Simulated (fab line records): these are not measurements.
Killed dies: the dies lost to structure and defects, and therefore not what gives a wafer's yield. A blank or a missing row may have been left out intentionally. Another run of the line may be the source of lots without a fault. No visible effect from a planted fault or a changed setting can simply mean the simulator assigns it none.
Comparing a struck lot with a sound one || flow sfq-line || 13 steps out of a route of 325
Sound: the wafers L680.1, L680.2, L680.3. Struck: wafer L695.2 (left out: L695.4, L695.6 of the same lot, which were not struck); the cause appears at the end.
Per side, at each step with rows, come the tool, then ch with its chambers, and then its first start. Under that, the readings that differ: sound wafers || struck wafers || difference of the means || sigmas: that difference in standard deviations of wafers without a fault.
alike: words and numbers the same on both sides, and readings whose means are apart by under 2 such deviations; not compared: readings that were withheld, readings missing a value for some wafer, numbers with overlapping values and no deviation given by the record, and bounds like >300 which may hide the same value.
Wherever a step has rows on one side only, a row that says differs or no value, or a row with sigmas, the two part there. When numbers do not overlap yet have no deviation, they are printed without sigmas and do not part them. A reading missing from all wafers of one side parts the sides only when that side holds two or more wafers.

first, 2 steps without rows for these wafers: SFQ_TRILAYER_I3_VIA_STRIP_SOLV_CLEAN_090 (cleans in NMP, time 600 s); SFQ_TRILAYER_M4_DEP_PRE_CLEAN_092 (time 22.5 s).
SFQ_TRILAYER_M4_DEP_SPUTTER_091: material Nb, target thk 200 nm, time 133.3 s.
  struck on pvd-sputter-05, day 56 16:37; sound on pvd-sputter-04, day 50 22:18
  alike: chamber-pressure-pa, throttle-valve-pct
SFQ_M4_RS_MEAS_924: the measuring method here is four-point-probe.
  struck on film-metro-01, day 56 16:43; sound on film-metro-03, day 50 22:23
  alike: M4_NB_RS
then, 6 steps without rows for these wafers: SFQ_TRILAYER_M4_LITHO_COAT_098 (resist thk 62 nm); SFQ_TRILAYER_M4_LITHO_COAT_093 (resist thk 600 nm); SFQ_TRILAYER_M4_LITHO_SOFTBAKE_097; SFQ_TRILAYER_M4_LITHO_EXPOSE_094 (exposes mask M4, target cd 500 nm); SFQ_TRILAYER_M4_LITHO_PEB_096 (peb time 60 s); SFQ_TRILAYER_M4_LITHO_DEVELOP_095 (time 60 s).
-- the record jumps here: 5 days lie between the struck wafers' starts before and after --
SFQ_M4_OVL_MEAS_926:
  struck on overlay-02, day 61 13:00; sound on overlay-01, day 56 08:29
  alike: M4_OVL
SFQ_TRILAYER_M4_BARC_OPEN_METAL_ETCH_123: etches BARC in O2, target depth 125 nm, time 41.7 s.
  sound on rie-metal-02 ch 0,1, day 56 08:32; struck on rie-metal-02 ch 1, day 61 13:02
{"reading": "oes-product-au (a.u.)", "sound": "0.688 0.681 0.691", "struck": 0.663, "difference": -0.024, "sigmas": -5}
{"reading": "run-length-s (s)", "sound": "70.3 70.5 70.7", "struck": 76.7, "difference": "+6.2", "sigmas": "+6"}
{"reading": "model.KrF_of_TRILAYER_M4_LITHO_COAT_093.thk-nm (nm)", "sound": "522.6 520.4 522.3", "struck": 518.8, "difference": -3.0, "sigmas": ""}
  alike: drypump-motor-current-A
  not compared: rf-hours-counter-h
SFQ_TRILAYER_M4_ETCH_METAL_ETCH_096: etches Nb in Cl2/Ar, stops on SiO2, target depth 240 nm, time 120 s.
  sound on rie-metal-02 ch 0,1, day 56 08:35; struck on rie-metal-02 ch 1, day 61 13:07
{"reading": "run-length-s (s)", "sound": "148.5 149.5 149.3", "struck": 152.0, "difference": "+2.9", "sigmas": "+3"}
  alike: drypump-motor-current-A, oes-product-au
  not compared: rf-hours-counter-h

## WHERE THEY PART
Last at SFQ_TRILAYER_M4_ETCH_METAL_ETCH_096 as far as this record goes, first at SFQ_TRILAYER_M4_BARC_OPEN_METAL_ETCH_123.

WHY: what the simulator had put in
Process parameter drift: rie-metal-02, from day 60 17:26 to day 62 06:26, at SFQ_TRILAYER_M4_BARC_OPEN_METAL_ETCH_123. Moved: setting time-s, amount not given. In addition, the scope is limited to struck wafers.
